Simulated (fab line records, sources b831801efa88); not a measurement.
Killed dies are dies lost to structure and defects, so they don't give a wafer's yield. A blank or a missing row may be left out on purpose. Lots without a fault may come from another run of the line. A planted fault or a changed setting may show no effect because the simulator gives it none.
Split-lot experiment | flow gf180mcu | 5 lots, 23 wafers read, on a route of 602 steps

THE SPLIT
At GF_V4_CMP_04 (polishes SiO2), the setting leave_above_ref_nm was moved away from the recipe's 632.5 nm on 9 of the 23 wafers read, by -4.6% to +7.3%. The other wafers ran this setting at the recipe's value.

FROM THE SPLIT TO THE READING: what the file shows between them, 4 steps
- GF_V4_SOFTBAKE_10: time 60 s (also split here: temp_c)
- GF_V4_EXPOSE_11: exposes mask Via4, target cd 260 nm
- GF_V4_PEB_12: peb time 90 s
- GF_V4_ETCH_16: etches BARC in N2/H2

THE READING
oes_product_au, in a.u., at GF_V4_ETCH_17 (etches SiO2 in C4F8/O2/Ar, stops on TiN, target depth 630 nm). Fault-free wafers of this fab line usually give 0.856 a.u., standard deviation 0.0044 a.u..

wafer  | tool, chamber at the split | leave_above_ref_nm as run, nm | against the recipe | oes_product_au, a.u. | against lot-mates on the recipe
L075.1 | cmp-02, 3                  | 632.5                         | recipe             | 0.854                | -
L075.2 | cmp-02, 0                  | 632.5                         | recipe             | 0.863                | -
L075.3 | cmp-02, 2                  | 659.7                         | +4.3%              | 0.873                | +0.016
L075.4 | cmp-02, 1                  | 632.5                         | recipe             | 0.854                | -
L075.5 | cmp-02, 0                  | 659.7                         | +4.3%              | 0.877                | +0.020
L076.2 | cmp-01, 3                  | 632.5                         | recipe             | 0.852                | -
L076.3 | cmp-01, 0                  | 632.5                         | recipe             | 0.855                | -
L076.4 | cmp-01, 1                  | 632.5                         | recipe             | 0.856                | -
L076.5 | cmp-01, 3                  | 652.1                         | +3.1%              | 0.868                | +0.014
L076.6 | cmp-01, 0                  | 652.1                         | +3.1%              | 0.868                | +0.014
L082.1 | cmp-02, 1                  | 632.5                         | recipe             | 0.854                | -
L082.2 | cmp-02, 3                  | 632.5                         | recipe             | 0.853                | -
L082.4 | cmp-02, 0                  | 678.9                         | +7.3%              | 0.891                | +0.035
L082.5 | cmp-02, 0                  | 678.9                         | +7.3%              | 0.893                | +0.037
L082.6 | cmp-02, 1                  | 632.5                         | recipe             | 0.861                | -
L083.1 | cmp-01, 3                  | 632.5                         | recipe             | 0.860                | -
L083.2 | cmp-01, 2                  | 603.5                         | -4.6%              | 0.838                | -0.017
L083.3 | cmp-01, 0                  | 603.5                         | -4.6%              | 0.836                | -0.019
L083.4 | cmp-01, 1                  | 603.5                         | -4.6%              | 0.837                | -0.018
L083.6 | cmp-01, 3                  | 632.5                         | recipe             | 0.851                | -
L084.2 | cmp-01, 0                  | 632.5                         | recipe             | 0.855                | -
L084.3 | cmp-01, 1                  | 632.5                         | recipe             | 0.857                | -
L084.5 | cmp-01, 1                  | 632.5                         | recipe             | 0.856                | -

THE FIT
A straight line over all 23 wafers: oes_product_au changes by +0.00452 a.u. for each +1% of leave_above_ref_nm; r = +0.98; the points scatter about the line by 0.0031 a.u..
The same after taking each lot's own level away (the mean of its wafers on the recipe; 23 wafers): +0.00448 a.u. for each +1%; r = +0.98; scatter 0.003 a.u..
On that fit, the largest move of leave_above_ref_nm shifts the reading by 0.033 a.u..
The lots' own levels span 0.8543 to 0.8570 a.u., that is 0.6 times the standard deviation above.
So the lot-to-lot level changes the slope little: the two slopes agree.
Check: with one of the wafers moved furthest among these (+7.3%) left out of the fit, the line predicts +0.0327 a.u. for it against its lot-mates. It came out at +0.035 a.u. against them.

OTHER SPLITS ON THESE WAFERS
These wafers also went through other splits before the reading. Each is held against what the fit with the lots' levels taken away leaves over:
other split on the same wafers | wafers away from the commonest value | r with oes_product_au (lot level and that fit taken away)
GF_V4_SOFTBAKE_10 temp_c       | 8                                    | -0.35

THE WHOLE CHAIN: every reading that the file lists as answering this split, in the file's order
step          | what it does                                                 | reading                                                                   | change (the file's fit)                   | r (the file's)
GF_V4_CMP_04  | polishes SiO2                                                | SiO2_of_V4_CVD_02.thk_nm (the simulator's own value, which no gauge read) | +6.33 nm for each +1% of the setting      | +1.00
GF_V4_ETCH_17 | etches SiO2 in C4F8/O2/Ar, stops on TiN, target depth 630 nm | oes_product_au                                                            | +0.00457 a.u. for each +1% of the setting | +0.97

THE FILE'S OWN FIT
oes_product_au changes by +0.00457 a.u. for each +1% of leave_above_ref_nm, r = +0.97.
